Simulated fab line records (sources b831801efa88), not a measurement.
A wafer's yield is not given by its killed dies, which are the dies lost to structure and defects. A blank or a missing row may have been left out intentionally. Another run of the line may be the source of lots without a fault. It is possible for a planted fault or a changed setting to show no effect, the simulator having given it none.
Which tool was responsible? ; flow gf180mcu ; 13 lots, 39 wafers sampled, at 5 steps of a route of 602

WHAT EACH GAUGE READ, for each wafer
GF_STI_THK_MEAS_02. Usual: STI_OXIDATION_THK 10.07 nm, standard deviation 0.18.
lot;measured;on;STI_OXIDATION_THK (nm);flag
L489;day 1 19:33;film metro-03;10.05 10.11 10.15;
L490;day 1 22:29;film metro-04;10.12 9.97 9.90;
L491;day 2 02:56;film metro-04;9.98 10.21 10.19;
L492;day 2 08:42;film metro-03;10.32 10.34 10.35;
L493;day 2 14:28;film metro-04;10.11 10.10 10.32;
L494;day 2 17:42;film metro-03;9.93 10.00 10.03;
L496;day 3 04:38;film metro-04;10.38 10.27 10.25;
L497;day 3 11:14;film metro-03;10.17 10.32 10.15;
L498;day 3 14:04;film metro-02;10.27 10.21 10.18;
L499;day 3 18:31;film metro-03;10.11 10.34 10.36;
L500;day 4 03:14;film metro-03;16.06 16.16 16.20 16.08 16.18 16.22;OFF
L501;day 4 06:07;film metro-03;16.51 16.50 17.09 16.49 16.51 17.07;OFF
L502;day 4 11:33;film metro-03;16.33 16.39 16.49 16.29 16.39 16.44;OFF

GF_HV_LDD_OVL_MEAS_47. Usual: HV_LDD_03_OVL 0.3 nm, standard deviation 1.4.
lot;measured;on;HV_LDD_03_OVL (nm);flag
L489;day 12 16:32;overlay-02;1.1 1.0 0.6;
L490;day 13 04:58;overlay-02;-0.7 -0.5 0.9;
L491;day 13 12:17;overlay-01;0.9 0.7 1.3;
L492;day 13 23:02;overlay-01;1.5 0.7 1.6;
L493;day 14 01:22;overlay-01;2.6 -0.1 0.5;
L494;day 14 11:45;overlay-01;0.4 -0.7 1.5;
L496;day 14 20:46;overlay-02;0.5 0.1 1.6;
L497;day 15 15:39;overlay-02;-0.3 -0.5 -0.2;
L498;day 15 22:05;overlay-01;2.7 4.4 3.7;
L499;day 16 02:44;overlay-02;-1.7 -3.3 -4.3;
L500;day 16 10:19;overlay-02;-0.5 0.2 0.0;
L501;day 16 22:26;overlay-01;0.5 1.1 1.8;
L502;day 17 02:34;overlay-01;0.7 0.5 0.1;

GF_SAB_CD_MEAS_09: target cd 420 nm. Usual: 420.0 nm for cd nm, sd 2.4.
lot;measured;on;cd nm (nm);flag
L489;day 15 09:16;cd sem-01;423.8 424.3 423.4;
L490;day 16 00:32;cd sem-02;418.2 417.4 416.8;
L491;day 16 06:10;cd sem-01;419.9 418.9 420.2;
L492;day 16 19:46;cd sem-01;419.0 417.6 419.5;
L493;day 16 21:37;cd sem-01;422.7 424.5 421.3;
L494;day 17 09:13;cd sem-01;420.0 420.0 419.2;
L496;day 17 21:07;cd sem-01;421.8 421.2 420.7;
L497;day 18 14:49;cd sem-01;419.3 417.7 420.9;
L498;day 18 22:47;cd sem-01;417.0 415.7 416.4;
L499;day 19 04:43;cd sem-01;417.6 417.4 419.2;
L500;day 19 12:59;cd sem-02;421.1 421.8 422.1;
L501;day 20 03:28;cd sem-01;420.9 420.5 420.3;
L502;day 20 06:18;cd sem-02;423.2 422.7 421.4;

WHICH TOOL RAN EACH LOT (tool, then ch and the chambers of the sampled wafers, then the start)
lot;GF_STI_OXIDATION_01;GF_HV_LDD_STRIP_22
L489;furnace-02 ch 0, day 1 18:07;plasma asher-04 ch 0,1, day 11 00:56
L490;furnace-02 ch 0, day 1 21:04;plasma asher-01 ch 0,1, day 11 13:05
L491;furnace-01 ch 0, day 2 01:33;plasma asher-04 ch 0,1, day 11 20:33
L492;furnace-02 ch 0, day 2 07:18;plasma asher-01 ch 0,1, day 12 07:36
L493;furnace-01 ch 0, day 2 13:05;plasma asher-02 ch 0,1, day 12 09:01
L494;furnace-02 ch 0, day 2 16:17;plasma asher-04 ch 0,1, day 12 19:50
L496;furnace-02 ch 0, day 3 03:14;plasma asher-04 ch 0,1, day 13 03:49
L497;furnace-01 ch 0, day 3 09:49;plasma asher-01 ch 0,1, day 13 20:08
L498;furnace-01 ch 0, day 3 12:40;plasma asher-04 ch 0,1, day 14 02:13
L499;furnace-02 ch 0, day 3 17:07;plasma asher-04 ch 0,1, day 14 07:04
L500;furnace-01 ch 0, day 3 23:04;plasma asher-01 ch 0,1, day 14 14:24
L501;furnace-01 ch 0, day 4 03:10;plasma asher-01 ch 0,1, day 15 02:12
L502;furnace-01 ch 0, day 4 08:07 and furnace-02 ch 0, day 4 10:10;plasma asher-01 ch 0,1, day 15 06:39
- GF_STI_OXIDATION_01: stabilise 600 s, purge 300 s, target thk 10 nm.
- GF_HV_LDD_STRIP_22: strips in O2/N2.

AS READ BY THE TOOLS THEMSELVES (means over the sampled wafers that have a number; for cases with no such wafer, the mark the record gives instead)
GF_STI_OXIDATION_01. Usual: spike tc top C 911.4 C, standard deviation 3; zone power bottom pct 28.3 %, standard deviation 0.71; zone power centre pct 19.0 %, standard deviation 0.79.
lot;tool;spike tc top C (C);zone power bottom pct (%);zone power centre pct (%);flag
L489;furnace-02;908.7;27.5;19.6;
L490;furnace-02;909.8;27.8;19.6;
L491;furnace-01;914.2;28.9;18.3;
L492;furnace-02;908.7;27.9;19.9;
L493;furnace-01;914.1;28.9;18.1;
L494;furnace-02;909.1;27.6;19.7;
L496;furnace-02;908.5;27.9;19.7;
L497;furnace-01;914.4;29.2;18.1;
L498;furnace-01;914.8;29.2;18.2;
L499;furnace-02;908.5;27.9;20.0;
L500;furnace-01;914.4;29.0;18.2;
L501;furnace-01;913.4;28.8;18.2;
L502;furnace-01/furnace-02;911.5;28.4;19.0;

GF_HV_LDD_STRIP_22. Usual: drypump motor current A 5.80 A, standard deviation 0.18; heater power w 322 W, standard deviation 36; oes product au 0.716 a.u., standard deviation 0.0047; strip time to endpoint s 12.62 s, standard deviation 0.038.
lot;tool;drypump motor current A (A);heater power w (W);oes product au (a.u.);strip time to endpoint s (s);flag
L489;plasma asher-04;6.06;337;0.714;12.59;
L490;plasma asher-01;5.61;360;0.715;12.64;
L491;plasma asher-04;6.03;337;0.716;12.61;
L492;plasma asher-01;5.62;360;0.714;12.66;
L493;plasma asher-02;5.68;307;0.718;12.62;
L494;plasma asher-04;6.06;329;0.719;12.66;
L496;plasma asher-04;6.04;335;0.717;12.63;
L497;plasma asher-01;5.71;325;0.713;12.59;
L498;plasma asher-04;6.03;330;0.716;12.64;
L499;plasma asher-04;6.08;326;0.718;12.59;
L500;plasma asher-01;5.69;325;0.714;12.59;
L501;plasma asher-01;5.66;362;0.714;12.66;
L502;plasma asher-01;5.71;323;0.714;12.57;

THE ANSWER, worked out from the rows above alone
Rule: take the mean of a lot's wafers that have a number; if it is more than 3 standard deviations from the usual mean, the lot is off. Also off: a lot with no number at a reading for which 4 or more lots have one. All remaining lots with rows at the step are treated as sound. The gauges are gone through in route order, then the tools' own readings, and for those a lot's mean is taken as printed above. The first step at which some lot is off is used, and at that step the reading that is off furthest; a lot without a number counts as furthest.
Off: L500, L501, L502, seen at GF_STI_THK_MEAS_02 (STI_OXIDATION_THK).
If a tool, at a process step before that reading, ran all the lots that are off and no sound lot after the first of them, it fits. Gauges at GF_STI_THK_MEAS_02: tried the same way as those tools. 2 tools fit, furnace-01 at GF_STI_OXIDATION_01 and film metro-03 at GF_STI_THK_MEAS_02, so this cannot tell which one it is.

WHAT THE SIMULATOR HAD PUT IN
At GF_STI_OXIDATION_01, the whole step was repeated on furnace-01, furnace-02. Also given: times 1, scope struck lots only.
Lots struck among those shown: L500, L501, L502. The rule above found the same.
